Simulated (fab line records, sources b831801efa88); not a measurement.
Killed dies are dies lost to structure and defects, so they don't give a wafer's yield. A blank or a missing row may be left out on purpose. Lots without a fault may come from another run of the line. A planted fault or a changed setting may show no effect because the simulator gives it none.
Chamber matching | flow sky130 | SKY_VIA2_ETCH_14 on rie_diel-04: 4 sister chambers
The step etches BARC in N2/H2, stops on SiO2, time 45.9 s, target depth 60 nm. 8 wafers are shown with their chamber, then 8 later ones without.

WAFERS WITH THEIR CHAMBER
wafer  | chamber | drypump_motor_current_A (A) | oes_product_au (a.u.)
L084.6 | 3       | 6.2                         | 0.851
L087.1 | 1       | 6.6                         | 0.854
L087.3 | 0       | 4.7                         | 0.852
L087.5 | 1       | 6.5                         | 0.858
L089.1 | 0       | 4.7                         | 0.858
L089.3 | 3       | 6.2                         | 0.848
L089.6 | 2       | 5.5                         | 0.850
L092.1 | 2       | 5.5                         | 0.869

WAFERS WITHOUT THEIR CHAMBER
wafer  | drypump_motor_current_A (A) | oes_product_au (a.u.)
L092.2 | 4.7                         | 0.854
L092.5 | 5.6                         | 0.851
L093.2 | 6.5                         | 0.855
L093.3 | 4.7                         | 0.857
L093.4 | 6.2                         | 0.848
L095.1 | 6.5                         | 0.854
L095.3 | 5.5                         | 0.863
L095.5 | 6.5                         | 0.853

WHICH CHAMBER EACH WENT THROUGH
wafer  | from the rows above | in truth
L092.2 | 0                   | 0
L092.5 | 2                   | 2
L093.2 | 1                   | 1
L093.3 | 0                   | 0
L093.4 | 3                   | 3
L095.1 | 1                   | 1
L095.3 | 2                   | 2
L095.5 | 1                   | 1
Placed correctly: 8 of 8. Can't be placed from these rows: 0. Placed wrongly: 0.
How it was worked out, from the rows above alone: a wafer's distance from a chamber is the root of the sum, over the readings, of the square of ((its reading less the chamber's mean) divided by the reading's scatter). The wafer belongs to the nearest chamber; if the next one is less than 2 further off, it can't be placed. A chamber's mean is the mean of its shown wafers. The scatter: the root of (the sum of the squares of (reading less its chamber's mean) over the shown wafers, divided by (wafers less chambers)).
